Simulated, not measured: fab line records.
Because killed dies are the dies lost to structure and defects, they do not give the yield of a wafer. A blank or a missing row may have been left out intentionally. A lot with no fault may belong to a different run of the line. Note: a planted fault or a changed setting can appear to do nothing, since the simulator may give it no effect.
fab line records | flow gf180mcu
[record] lots = 7 wafers = 21 last-day = 33
route steps=602 shown STI@1
lots with no fault: from the same line, run without faults
start-h: start of the lot's first displayed wafer, in hours after the record's first day | wait-h: hours since the lot's step before | " repeats the value in the row above | L1.1+2: a row that stands for several wafers | - value missing, or start not given | * or withheld: withheld | < > ~ a bound
route shown NAME@n: NAME is a module with steps in the file, n the number in the route of the first one | usual: the fault-free wafers' mean and standard deviation | same: alike in all rows | chamber/n: place in a boat | sites: each site's reading | _std_site: standard deviation of those values | _edge_site: inner sites' mean taken away from outer sites' mean | radius-mm: how far each site lies from the wafer's centre | mask NAME#n: copy n | behind: the tool/chamber that last shaped the wafer | hold: why the lot went on hold/how many hours it stayed there/how the hold came to an end | device: the transistor (n, p or np) that didn't switch | end of line: tests of these same wafers at the route's end | a step without rows: its recipe alone | killed: dies lost to structure and defects at the first sort, not the wafer's yield | map: shows each die of a wafer: x if killed, . if not, _ if none is there
set.NAME: the run value of the setting; set.NAME@STEP: its run value at that earlier step | model.NAME: the simulator's own value behind a step, which no gauge read
lots seen at some steps along the route; tables by step, rows by wafer
services: from which hour (start-h, from the record's first day; less than 0 if before it) a tool's chamber was out of use, for how many hours, and why
[[steps]]
[step GF_STI_BOW_MEAS_00]
[recipe] mode = bow
[usual] INCOMING_BOW = -1/6
// columns lot.wafer tool chamber start-h wait-h INCOMING_BOW[um]
L546.3 film-metro-04 - 20.04 - 6
L546.5 " - " " -5
L546.6 " - " " -8
L547.1 film-metro-01 - 25.00 - -3
L547.4 " - " " -3
L547.5 " - " " 0
L548.2 film-metro-04 - 30.02 - -3
L548.4 " - " " 6
L548.5 " - " " -2
L552.2 film-metro-03 - 50.02 - 9
L552.3 " - " " 0
L552.5 " - " " -1
L556.2 film-metro-03 - 70.02 - -2
L556.4 " - " " 3
L556.5 " - " " 6
L557.1 film-metro-01 - 75.00 - -1
L557.3 " - " " -4
L557.5 " - " " 6
L561.2 film-metro-04 - 95.02 - 3
L561.3 " - " " -7
L561.6 " - " " 2
[step GF_STI_OXIDATION_01]
[recipe] temp-c = 900 ambient = O2 stabilise-s = 600 purge-s = 300 target-thk-a = 100 ox-time-s = 1418
[step GF_STI_THK_MEAS_02]
[recipe] reads = SiO2_of_STI_OXIDATION_01
[usual] STI_OXIDATION_THK = 10.02/0.18
// columns lot.wafer tool chamber start-h wait-h STI_OXIDATION_THK[nm]
L546.3 film-metro-01 - 21.53 0.0 10.23
L546.5 " - " " 10.28
L546.6 " - " " 10.23
L547.1 film-metro-04 - 28.00 0.0 9.74
L547.4 " - " " 9.69
L547.5 " - " " 9.91
L548.2 film-metro-04 - 31.52 0.0 10.02
L548.4 " - " " 9.91
L548.5 " - " " 9.84
L552.2 film-metro-03 - 51.52 0.0 10.01
L552.3 " - " " 10.01
L552.5 " - " " 9.93
L556.2 film-metro-03 - 71.52 0.0 9.96
L556.4 " - " " 9.88
L556.5 " - " " 9.99
L557.1 film-metro-03 - 78.61 0.0 9.55
L557.3 " - " " 9.66
L557.5 " - " " 9.72
L561.2 film-metro-03 - 98.07 0.0 10.01
L561.3 " - " " 9.96
L561.6 " - " " 9.91
[step GF_STI_CVD_03]
[recipe] material = Si3N4 precursor = DCS/NH3 target-thk-nm = 207.16 temp-c = 770 time-s = 3551 pressure-mtorr = 250
[step GF_STI_THK_MEAS_04]
[recipe] reads = Si3N4_of_STI_CVD_03
[usual] STI_CVD_03_THK = 207.3/2.4
// columns lot.wafer tool chamber start-h wait-h STI_CVD_03_THK[nm]
L546.3 film-metro-01 - 23.58 0.0 209.8
L546.5 " - " " 210.0
L546.6 " - " " 208.2
L547.1 film-metro-01 - 30.59 0.0 207.3
L547.4 " - " " 209.2
L547.5 " - " " 209.6
L548.2 film-metro-03 - 33.57 0.0 202.0
L548.4 " - " " 203.1
L548.5 " - " " 205.2
L552.2 film-metro-03 - 53.57 0.0 205.4
L552.3 " - " " 205.0
L552.5 " - " " 205.1
L556.2 film-metro-03 - 73.57 0.0 209.6
L556.4 " - " " 208.8
L556.5 " - " " 209.1
L557.1 film-metro-01 - 80.65 0.0 208.5
L557.3 " - " " 210.1
L557.5 " - " " 210.7
L561.2 film-metro-04 - 100.11 0.0 205.4
L561.3 " - " " 205.6
L561.6 " - " " 205.0
[step GF_STI_DEHYDRATE_05]
[recipe] temp-c = 200 time-s = 60
[step GF_STI_HMDS_06]
[recipe] prime-time-s = 60 prime-temp-c = 120
[step GF_STI_COAT_07]
[recipe] resist = KrF spin-rpm = withheld resist-thk-nm = 700
[step GF_STI_SOFTBAKE_08]
[recipe] temp-c = 130 time-s = 60 resist = KrF
[step GF_STI_EXPOSE_09]
[recipe] mask-id = COMP target-cd-nm = 220 na = 0.68 source-shape = conventional sigma-outer = 0.6 dose-mj = 28
[usual] exposure-dose-mJ-cm2 = 28.31/0.3 focus-offset-nm = -0.1/0.54 na = 0.68/0 stage-vel-mm-s = 500.02/0.22
// columns lot.wafer tool chamber start-h wait-h mask exposure-dose-mJ-cm2 focus-offset-nm na stage-vel-mm-s
L546.3 krf-scanner-02 - 29.72 - COMP#0 - - - -
L546.5 " - " " COMP#0 - - - -
L546.6 " - " " COMP#0 - - - -
L547.1 krf-scanner-02 - 36.50 - COMP#0 - - - -
L547.4 " - " " COMP#0 - - - -
L547.5 " - " " COMP#0 - - - -
L548.2 krf-scanner-02 - 39.43 - COMP#0 - - - -
L548.4 " - " " COMP#0 - - - -
L548.5 " - " " COMP#0 - - - -
L552.2 krf-scanner-02 0 60.28 - COMP#0 28.61 -0.4 0.68 499.77
L552.3 " 0 " " COMP#0 28.57 0.3 0.68 500.01
L552.5 " 0 " " COMP#0 28.62 0.0 0.68 499.59
L556.2 krf-scanner-02 0 79.97 - COMP#0 28.59 -0.3 0.68 500.20
L556.4 " 0 " " COMP#0 28.59 0.2 0.68 500.18
L556.5 " 0 " " COMP#0 28.55 0.6 0.68 500.21
L557.1 krf-scanner-01 0 87.73 - COMP#0 27.99 -1.2 0.68 499.92
L557.3 " 0 " " COMP#0 27.98 0.1 0.68 499.69
L557.5 " 0 " " COMP#0 27.93 -0.5 0.68 500.13
L561.2 krf-scanner-02 0 107.35 - COMP#0 28.57 -0.3 0.68 500.16
L561.3 " 0 " " COMP#0 28.53 -0.7 0.68 500.16
L561.6 " 0 " " COMP#0 28.55 -1.3 0.68 499.80
[step GF_STI_PEB_10]
[recipe] peb-temp-c = 135 peb-time-s = 90 resist = KrF
[[services]]
// columns tool chamber start-h hours kind
krf-scanner-01 0 6.31 - calibration
krf-scanner-02 - 19.17 0.5 repair
krf-scanner-01 - 21.64 1.0 pm
krf-scanner-01 - 46.05 1.3 pm
krf-scanner-02 - 48.61 0.5 repair
krf-scanner-02 - 67.33 1.0 pm
krf-scanner-01 - 70.83 0.8 pm
krf-scanner-02 - 73.00 0.8 pm
krf-scanner-02 - 82.26 4.4 pm
krf-scanner-02 - 86.63 3.6 pm
[[key]]
[first-sign] step = GF_STI_EXPOSE_09 reading = tool-record direction = missing
effect none on later readings
met-at GF_STI_EXPOSE_09
struck-wafers L546.3,L546.5,L546.6,L547.1,L547.4,L547.5,L548.2,L548.4,L548.5
later-rows-left-out L546.3,L546.5,L546.6,L547.1,L547.4,L547.5,L548.2,L548.4,L548.5
sort-left-out L546.3,L546.5,L546.6,L547.1,L547.4,L547.5,L548.2,L548.4,L548.5
tester-left-out L546,L547,L548
[fault] kind = skipped-step-whole tool = krf-scanner-02 chamber = - onset-h = 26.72 steps = GF_STI_EXPOSE_09 scope = struck-lots-only
// tester-left-out: of these lots the tester's yield and bins aren't shown, on N5 and GAA mostly nor the transistor test; their killed dies are dies lost to structure and defects alone, not to doping, threshold or leakage, so they don't give the yield
// sort-left-out: the simulated sort isn't trusted on such a fault, so these wafers' sort isn't shown, and their yield isn't known
// later-rows-left-out: the simulator's readings of these wafers behind a module that went badly wrong aren't trusted and aren't shown, but for the sort
